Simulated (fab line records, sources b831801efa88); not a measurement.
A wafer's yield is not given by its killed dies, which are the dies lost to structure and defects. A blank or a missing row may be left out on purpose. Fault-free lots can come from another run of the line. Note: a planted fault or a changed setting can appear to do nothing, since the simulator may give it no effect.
A single fault, viewed from 2 desks || flow gf180mcu || each desk holds nothing but its own numbers, with what lay behind them at the end

== FOR THE TOOL OWNER'S DESK: cvd_w-02 ==
The tool's own readings at GF_CONTACT_CVD_24 (deposits W, target thk 300 nm, time 90.339 s): means of the sampled wafers that have a number, for each lot that ran on this tool. Any lot whose mean is over 4 standard deviations away from the usual mean is out of limits and marked OUT; that distance is given in the brackets.
Columns: A = heater_power_w at GF_CONTACT_CVD_24, usual 813 W; B = susceptor_temp_C at GF_CONTACT_CVD_24, usual 399.98 C
{"lot": "L160", "first seen here": "day 17 09:26", "A": 848, "B": 399.81}
{"lot": "L161", "first seen here": "day 17 15:14", "A": 855, "B": 399.84}
{"lot": "L163", "first seen here": "day 18 07:59", "A": 882, "B": 399.97}
{"lot": "L165", "first seen here": "day 19 00:38", "A": 855, "B": 400.18}
{"lot": "L167", "first seen here": "day 19 19:48", "A": 836, "B": 400.04}
{"lot": "L177", "first seen here": "day 23 08:55", "A": 798, "B": "387.81 (-58) OUT"}
{"lot": "L178", "first seen here": "day 23 13:34", "A": 800, "B": "387.80 (-58) OUT"}
Finding of this desk: L177, L178 out of limits; the first was L177 at day 23 08:55, on susceptor_temp_C at GF_CONTACT_CVD_24. L160, L161, L163, L165, L167: within limits.

== AT THE METROLOGY DESK ==
Lot by lot, what the gauges showed, no matter which tool ran the lot: averages of those sampled wafers that carry a number. Any lot whose mean is over 4 standard deviations away from the usual mean is out of limits and marked OUT; that distance is given in the brackets.
Columns: A = CONTACT_W_RS at GF_CONTACT_RS_MEAS_25, usual 0.382 ohm/sq; B = CONTACT_W_THK at GF_CONTACT_THK_MEAS_26, usual 306 nm; C = V1_CVD_02_THK at GF_V1_THK_MEAS_03, usual 851 nm
{"lot": "L157", "first seen here": "day 16 04:01", "A": 0.380, "B": 310, "C": 855}
{"lot": "L158", "first seen here": "day 16 10:35", "A": 0.382, "B": 305, "C": 832}
{"lot": "L160", "first seen here": "day 17 09:37", "A": 0.379, "B": 310, "C": 859}
{"lot": "L161", "first seen here": "day 17 15:21", "A": 0.375, "B": 313, "C": 856}
{"lot": "L163", "first seen here": "day 18 08:05", "A": 0.384, "B": 304, "C": 853}
{"lot": "L165", "first seen here": "day 19 00:46", "A": 0.386, "B": 303, "C": 837}
{"lot": "L166", "first seen here": "day 19 11:20", "A": 0.381, "B": 307, "C": 842}
{"lot": "L167", "first seen here": "day 19 19:55", "A": 0.378, "B": 309, "C": 854}
{"lot": "L168", "first seen here": "day 20 04:23", "A": 0.383, "B": 305, "C": 850}
{"lot": "L177", "first seen here": "day 23 09:01", "A": "0.482 (+21) OUT", "B": "246 (-14) OUT", "C": 859}
{"lot": "L178", "first seen here": "day 23 13:41", "A": "0.474 (+19) OUT", "B": "253 (-12) OUT", "C": 855}
This desk's result: L177, L178 out of limits, first on L177 (CONTACT_W_RS at GF_CONTACT_RS_MEAS_25), day 23 09:01. L157, L158, L160, L161, L163, L165, L166, L167, L168: within limits.

== PUT TOGETHER ==
The tool owner's desk had the chance to raise an alarm at day 23 08:55 on L177, L178.
L177, L178 would have let the metrology desk raise an alarm at day 23 09:01.
All the named lots went through GF_CONTACT_CVD_24 on cvd_w-02.

== WHAT THE SIMULATOR HAD INSERTED ==
cvd_w-02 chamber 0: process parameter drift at GF_CONTACT_CVD_24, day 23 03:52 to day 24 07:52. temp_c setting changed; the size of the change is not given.
Shown lots that were struck: L177, L178.
Hours from the fault's start to each desk's first reading out of limits: the tool owner's desk, 5; the metrology desk, 5.
